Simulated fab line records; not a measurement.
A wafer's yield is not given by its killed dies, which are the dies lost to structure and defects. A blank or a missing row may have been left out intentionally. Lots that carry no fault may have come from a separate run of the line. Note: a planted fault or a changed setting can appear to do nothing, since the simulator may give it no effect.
fab line records	flow sky130
record lots=14	wafers=42	lastDay=51
route steps=708 shown VIA1@472 METAL2@483
lots with no fault: from the same line, run without faults
startH: hours from the record's first day to the start of the lot's first wafer shown	waitH: hours elapsed since this lot's preceding step	" same as the row above	L1.1+2: a single row standing in for several wafers	- no value present, or no start provided	* or withheld: withheld	< > ~ a bound
route shown NAME@n: NAME is a module with steps in the file, n the number in the route of the first one	usual: average and standard deviation across the fault-free wafers	same: alike in all rows	chamber/n: place in a boat	sites: readings site by site	_std_site: how widely they spread, as a standard deviation	_edge_site: outer sites' mean less inner sites'	radiusMm: how far each site lies from the wafer's centre	mask NAME#n: copy n	behind: the tool/chamber that last shaped the wafer	hold: cause of the lot's hold/its duration in hours/its outcome	device: whichever transistor did not switch (one of n, p or np)	end of line: tests of these same wafers at the route's end	where a step has no rows: the recipe by itself	killed: the dies lost at the first sort to structure and to defects; this is not the yield of the wafer	map: shows each die of a wafer: x if killed, . if not, _ if none is there
set.NAME: the setting the step ran with; set.NAME@STEP: the setting that earlier step ran with	model.NAME: the simulator's own value behind a step, which no gauge read
a sample of lots followed through the steps of the route, with each step as a table and each wafer as a row
services: the hour from which a tool's chamber was out of use, counted from the record's first day as startH (under 0 if before that day), plus the number of hours and why
## steps
# step SKY_VIA1_ETCH_14
# recipe chemistry=N2/H2	target=BARC	ionEnergyEv=200	sourceW=500	biasW=100	pressureMtorr=30	n2FlowSccm=100	h2FlowSccm=200	stopOn=SiO2	timeS=45.9	targetDepthA=600
# usual biasW=100.07/0.28	drypumpMotorCurrentA=5.9/0.6	oesProductAu=0.855/0.0049	throttleValvePct=13.226/0.0092
lot.wafer	tool	chamber	startH	waitH	biasW	drypumpMotorCurrentA	oesProductAu	rfHoursCounterH	throttleValvePct
L788.1	rieDiel-04	2	828.92	0.0	100.39	6.5	0.861	17	13.231
L788.3	"	3	"	"	100.24	6.7	0.856	5	13.212
L788.5	"	0	"	"	100.11	4.9	0.856	-	13.222
L789.1	rieDiel-02	0	831.12	0.0	100.09	6.5	0.855	25	13.226
L789.5	"	3	"	"	100.17	5.4	0.859	-	13.242
L789.6	"	0	"	"	100.01	6.5	0.859	-	13.241
L790.3	rieDiel-04	1	837.96	0.0	99.77	6.0	0.860	10	13.225
L790.5	"	0	"	"	100.07	4.9	0.858	-	13.225
L790.6	"	3	"	"	100.45	6.7	0.864	-	13.236
L791.1	rieDiel-01	3	846.27	0.0	99.57	5.5	0.859	2	13.237
L791.4	"	0	"	"	99.76	5.8	0.859	9	13.235
L791.5	"	3	"	"	99.66	5.5	0.854	-	13.230
L792.1	rieDiel-02	3	849.92	0.0	99.83	5.3	0.858	12	13.213
L792.2	"	0	"	"	99.97	6.5	0.861	26	13.225
L792.3	"	1	"	"	100.32	5.4	0.857	8	13.245
L793.1	rieDiel-04	0	854.75	0.0	100.25	4.9	0.853	7	13.224
L793.3	"	2	"	"	99.62	6.6	0.846	18	13.221
L793.4	"	1	"	"	99.75	6.0	0.857	10	13.230
L798.4	rieDiel-04	0	899.07	0.0	100.25	4.9	0.863	9	13.226
L798.5	"	1	"	"	99.98	6.0	0.850	-	13.232
L798.6	"	2	"	"	99.83	6.5	0.858	-	13.222
L800.2	rieDiel-02	3	914.90	0.0	100.03	5.4	0.859	14	13.225
L800.3	"	1	"	"	100.47	5.4	0.849	10	13.228
L800.5	"	2	"	"	99.72	5.9	0.857	-	13.227
L802.1	rieDiel-04	3	926.07	0.0	100.52	6.7	0.855	8	13.232
L802.2	"	0	"	"	99.92	4.9	0.851	10	13.238
L802.4	"	2	"	"	99.85	6.5	0.850	-	13.230
L805.1	rieDiel-02	1	942.00	0.0	99.69	5.5	0.853	11	13.223
L805.3	"	2	"	"	99.94	5.9	0.855	23	13.210
L805.5	"	3	"	"	100.00	5.4	0.854	-	13.225
L806.2	rieDiel-01	2	955.17	0.0	99.73	6.3	0.844	14	13.233
L806.3	"	0	"	"	99.83	5.8	0.848	12	13.217
L806.6	"	0	"	"	99.60	5.8	0.852	-	13.222
L807.2	rieDiel-04	0	956.00	0.0	99.97	4.9	0.854	11	13.237
L807.3	"	1	"	"	98.90	6.0	0.858	13	13.218
L807.6	"	3	"	"	100.15	6.7	0.851	-	13.232
L808.2	rieDiel-04	2	964.35	0.0	100.36	6.5	0.849	21	13.210
L808.3	"	0	"	"	99.99	4.9	0.851	11	13.216
L808.6	"	2	"	"	100.29	6.5	0.845	-	13.221
L809.4	rieDiel-04	0	969.02	0.0	100.39	4.9	0.849	11	13.217
L809.5	"	0	"	"	99.78	4.9	0.851	-	13.228
L809.6	"	3	"	"	100.27	6.7	0.861	-	13.220
# step SKY_VIA1_ETCH_15
# recipe target=SiO2	chemistry=C4F8/O2/Ar	targetDepthNm=351	stopOn=TiN	maskMaterial=KrF-thick	sourceW=1500	biasW=1200	pressureMtorr=40	c4f8FlowSccm=withheld	O2_flow_sccm=6	Ar_flow_sccm=300	timeS=54
# usual biasW=1200/3.5	oesProductAu=0.981/0.0055
lot.wafer	tool	chamber	startH	waitH	biasW	oesProductAu	rfHoursCounterH
L788.1	rieDiel-04	2	828.96	0.0	1202	0.975	17
L788.3	"	3	"	"	1201	0.978	5
L788.5	"	0	"	"	1198	0.982	-
L789.1	rieDiel-02	0	831.17	0.0	1203	0.987	26
L789.5	"	3	"	"	1204	0.986	-
L789.6	"	0	"	"	1194	0.979	-
L790.3	rieDiel-04	1	838.00	0.0	1196	0.981	10
L790.5	"	0	"	"	1204	0.983	-
L790.6	"	3	"	"	1201	0.984	-
L791.1	rieDiel-01	3	846.31	0.0	1198	0.975	2
L791.4	"	0	"	"	1205	0.983	9
L791.5	"	3	"	"	1201	0.978	-
L792.1	rieDiel-02	3	849.97	0.0	1201	0.984	12
L792.2	"	0	"	"	1200	0.981	26
L792.3	"	1	"	"	1199	0.991	8
L793.1	rieDiel-04	0	854.79	0.0	1202	0.980	7
L793.3	"	2	"	"	1194	0.981	18
L793.4	"	1	"	"	1197	0.996	10
L798.4	rieDiel-04	0	899.11	0.0	1198	0.981	9
L798.5	"	1	"	"	1197	0.982	-
L798.6	"	2	"	"	1198	0.974	-
L800.2	rieDiel-02	3	914.94	0.0	1203	0.984	14
L800.3	"	1	"	"	1208	0.749	10
L800.5	"	2	"	"	1200	0.741	-
L802.1	rieDiel-04	3	926.11	0.0	1197	0.978	8
L802.2	"	0	"	"	1194	0.986	10
L802.4	"	2	"	"	1202	0.977	-
L805.1	rieDiel-02	1	942.04	0.0	1200	0.990	11
L805.3	"	2	"	"	1198	0.737	23
L805.5	"	3	"	"	1195	0.738	-
L806.2	rieDiel-01	2	955.22	0.0	1206	0.980	14
L806.3	"	0	"	"	1204	0.981	12
L806.6	"	0	"	"	1204	0.983	-
L807.2	rieDiel-04	0	956.04	0.0	1201	0.978	11
L807.3	"	1	"	"	1193	0.975	13
L807.6	"	3	"	"	1196	0.982	-
L808.2	rieDiel-04	2	964.39	0.0	1202	0.986	21
L808.3	"	0	"	"	1197	0.983	11
L808.6	"	2	"	"	1203	0.986	-
L809.4	rieDiel-04	0	969.07	0.0	1201	0.981	11
L809.5	"	0	"	"	1200	0.987	-
L809.6	"	3	"	"	1200	0.975	-
# step SKY_VIA1_STRIP_16
# recipe chemistry=O2/N2	powerW=1400	pressureMtorr=1500	platenTempC=withheld	o2FlowSccm=3000	n2FlowSccm=300	overashFraction=0.5
# usual drypumpMotorCurrentA=5.6/0.39	oesProductAu=0.417/0.0047	stripTimeToEndpointS=4.471/0.02
lot.wafer	tool	chamber	startH	waitH	drypumpMotorCurrentA	oesProductAu	rfHoursCounterH	stripTimeToEndpointS
L788.1	plasmaAsher-03	1	829.01	0.0	5.2	0.412	43	4.476
L788.3	"	0	"	"	5.5	0.418	-	4.455
L788.5	"	1	"	"	5.2	0.415	-	4.452
L789.1	plasmaAsher-04	1	831.21	0.0	6.1	0.406	91	4.460
L789.5	"	0	"	"	5.3	0.401	-	4.454
L789.6	"	1	"	"	6.1	0.422	-	4.469
L790.3	plasmaAsher-04	0	838.08	0.1	5.3	0.415	-	4.473
L790.5	"	1	"	"	6.1	0.416	-	4.517
L790.6	"	0	"	"	5.3	0.420	-	4.485
L791.1	plasmaAsher-03	1	846.36	0.0	5.2	0.417	45	4.501
L791.4	"	0	"	"	5.5	0.416	-	4.490
L791.5	"	0	"	"	5.5	0.412	-	4.515
L792.1	plasmaAsher-03	0	850.01	0.0	5.4	0.415	45	4.458
L792.2	"	1	"	"	5.2	0.413	45	4.483
L792.3	"	1	"	"	5.2	0.417	-	4.510
L793.1	plasmaAsher-03	1	854.83	0.0	5.2	0.417	45	4.497
L793.3	"	1	"	"	5.2	0.420	-	4.480
L793.4	"	0	"	"	5.5	0.409	-	4.478
L798.4	plasmaAsher-03	1	899.19	0.1	5.2	0.411	-	4.454
L798.5	"	0	"	"	5.4	0.416	-	4.438
L798.6	"	1	"	"	5.2	0.416	-	4.465
L800.2	plasmaAsher-03	0	914.99	0.0	5.4	0.411	52	4.452
L800.3	"	1	"	"	5.2	0.428	-	4.767
L800.5	"	1	"	"	5.2	0.429	-	4.774
L802.1	plasmaAsher-04	0	926.16	0.0	5.3	0.413	101	4.450
L802.2	"	1	"	"	6.1	0.419	101	4.484
L802.4	"	1	"	"	6.1	0.421	-	4.477
L805.1	plasmaAsher-03	0	942.09	0.0	5.4	0.419	54	4.461
L805.3	"	1	"	"	5.2	0.430	-	4.776
L805.5	"	0	"	"	5.4	0.435	-	4.785
L806.2	plasmaAsher-04	1	955.26	0.0	6.1	0.414	104	4.484
L806.3	"	0	"	"	5.2	0.422	-	4.478
L806.6	"	1	"	"	6.1	0.419	-	4.472
L807.2	plasmaAsher-04	0	956.09	0.0	5.2	0.412	104	4.467
L807.3	"	1	"	"	6.1	0.419	-	4.462
L807.6	"	0	"	"	5.2	0.416	-	4.466
L808.2	plasmaAsher-02	1	964.44	0.0	6.1	0.406	85	4.465
L808.3	"	1	"	"	6.1	0.412	-	4.439
L808.6	"	1	"	"	6.1	0.418	-	4.455
L809.4	plasmaAsher-03	0	969.15	0.1	5.4	0.425	-	4.484
L809.5	"	0	"	"	5.4	0.413	-	4.495
L809.6	"	1	"	"	5.2	0.425	-	4.506
# step SKY_VIA1_SPUTTER_20
# recipe material=TiN	targetThkNm=20	chamberPressurePa=5	powerW=4000	timeS=80
# usual throttleValvePct=29.7/1.6
lot.wafer	tool	chamber	startH	waitH	throttleValvePct
L788.1	pvdSputter-03	-	829.60	0.0	29.7
L788.3	"	-	"	"	31.8
L788.5	"	-	"	"	31.4
L789.1	pvdSputter-02	-	831.80	0.0	27.4
L789.5	"	-	"	"	27.3
L789.6	"	-	"	"	29.1
L790.3	pvdSputter-03	-	838.65	0.0	31.5
L790.5	"	-	"	"	29.7
L790.6	"	-	"	"	29.7
L791.1	pvdSputter-02	-	846.95	0.0	27.1
L791.4	"	-	"	"	32.9
L791.5	"	-	"	"	27.3
L792.1	pvdSputter-02	-	850.60	0.0	29.2
L792.2	"	-	"	"	32.8
L792.3	"	-	"	"	28.8
L793.1	pvdSputter-01	-	855.43	0.0	30.7
L793.3	"	-	"	"	28.1
L793.4	"	-	"	"	30.1
L798.4	pvdSputter-03	-	899.75	0.0	29.7
L798.5	"	-	"	"	29.4
L798.6	"	-	"	"	29.2
L800.2	pvdSputter-02	-	915.60	0.0	28.9
L800.3	"	-	"	"	32.9
L800.5	"	-	"	"	27.2
L802.1	pvdSputter-01	-	926.75	0.0	30.5
L802.2	"	-	"	"	30.2
L802.4	"	-	"	"	27.9
L805.1	pvdSputter-01	-	942.68	0.0	30.7
L805.3	"	-	"	"	28.2
L805.5	"	-	"	"	28.1
L806.2	pvdSputter-02	-	955.90	0.0	28.9
L806.3	"	-	"	"	28.9
L806.6	"	-	"	"	27.2
L807.2	pvdSputter-03	-	956.82	0.0	29.7
L807.3	"	-	"	"	28.4
L807.6	"	-	"	"	31.6
L808.2	pvdSputter-01	-	965.14	0.0	31.0
L808.3	"	-	"	"	28.2
L808.6	"	-	"	"	28.2
L809.4	pvdSputter-02	-	969.71	0.0	27.1
L809.5	"	-	"	"	27.3
L809.6	"	-	"	"	28.8
# step SKY_VIA1_CVD_21
# recipe material=W	targetThkNm=270	timeS=80.902	tempC=400	pressureTorr=40
# usual heaterPowerW=889/84
lot.wafer	tool	chamber	startH	waitH	heaterPowerW
L788.1	cvdW-02	0	829.66	0.0	821
L788.3	"	0	"	"	814
L788.5	"	1	"	"	1043
L789.1	cvdW-02	0	831.87	0.0	817
L789.5	"	1	"	"	1035
L789.6	"	0	"	"	825
L790.3	cvdW-02	0	838.74	0.1	819
L790.5	"	0	"	"	849
L790.6	"	1	"	"	1043
L791.1	cvdW-02	1	847.01	0.0	1065
L791.4	"	0	"	"	813
L791.5	"	1	"	"	1044
L792.1	cvdW-01	1	850.67	0.0	889
L792.2	"	0	"	"	811
L792.3	"	1	"	"	873
L793.1	cvdW-02	1	855.49	0.0	1066
L793.3	"	1	"	"	1068
L793.4	"	0	"	"	829
L798.4	cvdW-02	1	899.84	0.1	1087
L798.5	"	1	"	"	1047
L798.6	"	0	"	"	854
L800.2	cvdW-01	1	915.66	0.0	913
L800.3	"	0	"	"	856
L800.5	"	1	"	"	913
L802.1	cvdW-01	1	926.81	0.0	891
L802.2	"	0	"	"	839
L802.4	"	1	"	"	896
L805.1	cvdW-01	1	942.74	0.0	913
L805.3	"	0	"	"	840
L805.5	"	1	"	"	889
L806.2	cvdW-01	0	955.96	0.0	836
L806.3	"	1	"	"	885
L806.6	"	1	"	"	910
L807.2	cvdW-01	1	956.88	0.0	909
L807.3	"	1	"	"	911
L807.6	"	1	"	"	907
L808.2	cvdW-01	1	965.20	0.0	895
L808.3	"	1	"	"	903
L808.6	"	0	"	"	861
L809.4	cvdW-01	0	969.80	0.1	832
L809.5	"	1	"	"	887
L809.6	"	0	"	"	835
# step SKY_METAL2_SPUTTER_00
# recipe material=Ti	targetThkNm=15	powerW=3000	timeS=10	chamberPressurePa=0.4
# usual throttleValvePct=29.9/1.7
lot.wafer	tool	chamber	startH	waitH	throttleValvePct
L788.1	pvdSputter-02	-	830.23	0.2	32.9
L788.3	"	-	"	"	28.9
L788.5	"	-	"	"	32.7
L789.1	pvdSputter-04	-	832.44	0.1	31.0
L789.5	"	-	"	"	30.6
L789.6	"	-	"	"	28.6
L790.3	pvdSputter-01	-	839.28	0.2	28.2
L790.5	"	-	"	"	30.8
L790.6	"	-	"	"	28.3
L791.1	pvdSputter-02	-	847.58	0.2	29.0
L791.4	"	-	"	"	32.9
L791.5	"	-	"	"	27.3
L792.1	pvdSputter-02	-	851.24	0.2	33.0
L792.2	"	-	"	"	28.8
L792.3	"	-	"	"	29.0
L793.1	pvdSputter-04	-	856.06	0.2	30.5
L793.3	"	-	"	"	28.8
L793.4	"	-	"	"	28.6
L798.4	pvdSputter-04	-	900.40	0.2	30.7
L798.5	"	-	"	"	31.6
L798.6	"	-	"	"	28.6
L800.2	pvdSputter-04	-	916.23	0.1	30.7
L802.1	pvdSputter-02	-	927.39	0.1	29.1
L802.2	"	-	"	"	32.9
L802.4	"	-	"	"	28.9
L805.1	pvdSputter-02	-	943.32	0.1	28.9
L806.2	pvdSputter-04	-	956.53	0.1	31.7
L806.3	"	-	"	"	30.6
L806.6	"	-	"	"	31.4
L807.2	pvdSputter-02	-	957.46	0.2	27.3
L807.3	"	-	"	"	29.2
L807.6	"	-	"	"	33.1
L808.2	pvdSputter-04	-	965.77	0.1	31.4
L808.3	"	-	"	"	28.6
L808.6	"	-	"	"	30.5
L809.4	pvdSputter-01	-	970.35	0.2	31.0
L809.5	"	-	"	"	30.4
L809.6	"	-	"	"	28.3
# step SKY_METAL2_SPUTTER_01
# recipe material=TiN	targetThkNm=20	powerW=6500	timeS=16.7	chamberPressurePa=0.4
# usual throttleValvePct=29.9/1.7
lot.wafer	tool	chamber	startH	waitH	throttleValvePct
L788.1	pvdSputter-02	-	830.25	0.0	32.8
L788.3	"	-	"	"	29.2
L788.5	"	-	"	"	33.2
L789.1	pvdSputter-04	-	832.46	0.0	30.6
L789.5	"	-	"	"	30.7
L789.6	"	-	"	"	28.4
L790.3	pvdSputter-01	-	839.30	0.0	28.1
L790.5	"	-	"	"	31.0
L790.6	"	-	"	"	28.3
L791.1	pvdSputter-02	-	847.60	0.0	28.8
L791.4	"	-	"	"	32.6
L791.5	"	-	"	"	27.2
L792.1	pvdSputter-02	-	851.26	0.0	33.0
L792.2	"	-	"	"	28.5
L792.3	"	-	"	"	28.9
L793.1	pvdSputter-04	-	856.08	0.0	30.4
L793.3	"	-	"	"	28.8
L793.4	"	-	"	"	28.8
L798.4	pvdSputter-04	-	900.43	0.0	30.5
L798.5	"	-	"	"	31.5
L798.6	"	-	"	"	28.5
L800.2	pvdSputter-04	-	916.25	0.0	30.5
L802.1	pvdSputter-02	-	927.41	0.0	28.9
L802.2	"	-	"	"	32.8
L802.4	"	-	"	"	28.8
L805.1	pvdSputter-02	-	943.34	0.0	29.0
L806.2	pvdSputter-04	-	956.56	0.0	31.8
L806.3	"	-	"	"	30.7
L806.6	"	-	"	"	31.5
L807.2	pvdSputter-02	-	957.48	0.0	27.1
L807.3	"	-	"	"	29.4
L807.6	"	-	"	"	33.0
L808.2	pvdSputter-04	-	965.79	0.0	31.5
L808.3	"	-	"	"	28.5
L808.6	"	-	"	"	30.6
L809.4	pvdSputter-01	-	970.37	0.0	30.8
L809.5	"	-	"	"	30.3
L809.6	"	-	"	"	27.9
## services
tool	chamber	startH	hours	kind
rieDiel-02	1	810.69	11.2	repair
plasmaAsher-02	-	837.47	0.3	repair
rieDiel-01	3	837.56	5.5	repair
plasmaAsher-02	-	862.05	0.6	repair
rieDiel-04	2	866.07	10.3	repair
pvdSputter-04	-	867.48	2.8	repair
plasmaAsher-02	-	867.50	2.8	pm
cvdW-02	-	904.00	14.0	pm
rieDiel-02	0	904.76	2.7	repair
cvdW-02	1	909.33	2.8	repair
rieDiel-04	1	917.45	14.3	repair
rieDiel-04	3	921.34	4.2	repair
cvdW-02	-	923.24	28.1	pm
rieDiel-02	0	924.94	3.0	repair
rieDiel-02	0	927.98	-	clean
rieDiel-02	0	927.98	25.3	scheduledDown
rieDiel-01	-	934.26	0.3	repair
rieDiel-01	1	936.21	2.0	repair
rieDiel-04	-	943.97	0.9	repair
rieDiel-02	1	948.40	8.7	repair
plasmaAsher-02	-	949.75	1.8	repair
rieDiel-02	1	959.82	18.5	repair
cvdW-02	0	959.99	8.1	repair
cvdW-01	-	966.57	1.1	repair
## key
firstSign step=SKY_VIA1_ETCH_15	reading=oesProductAu	direction=down	sigmas=44	usual=0.981	struck=0.741
effect step=SKY_VIA1_STRIP_16	reading=stripTimeToEndpointS	direction=up	sigmas=15	usual=*	struck=*
effect step=SKY_METAL2_SPUTTER_00	reading=visit	direction=missing
effect step=SKY_METAL2_SPUTTER_01	reading=visit	direction=missing
metAt SKY_VIA1_ETCH_15
struckLots L800,L805
struckWafers L800.3,L800.5,L805.3,L805.5
laterRowsLeftOut L800.3,L800.5,L805.3,L805.5
sortLeftOut L800.3,L800.5,L805.3,L805.5
notActingAt SKY_VIA1_ETCH_14,SKY_VIA1_SPUTTER_20,SKY_VIA1_CVD_21
onsetBetween 849.97 914.94
fault kind=processParameterDrift	tool=rieDiel-02	chamber=-	onsetH=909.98	steps=SKY_VIA1_ETCH_15	channel=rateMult	offset=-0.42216	shape=step	endH=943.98	scope=struckWafersOnly
# sortLeftOut: the simulated sort isn't trusted on such a fault, so these wafers' sort isn't shown, and their yield isn't known
# laterRowsLeftOut: the simulator's readings of these wafers behind a module that went badly wrong aren't trusted and aren't shown, but for the sort
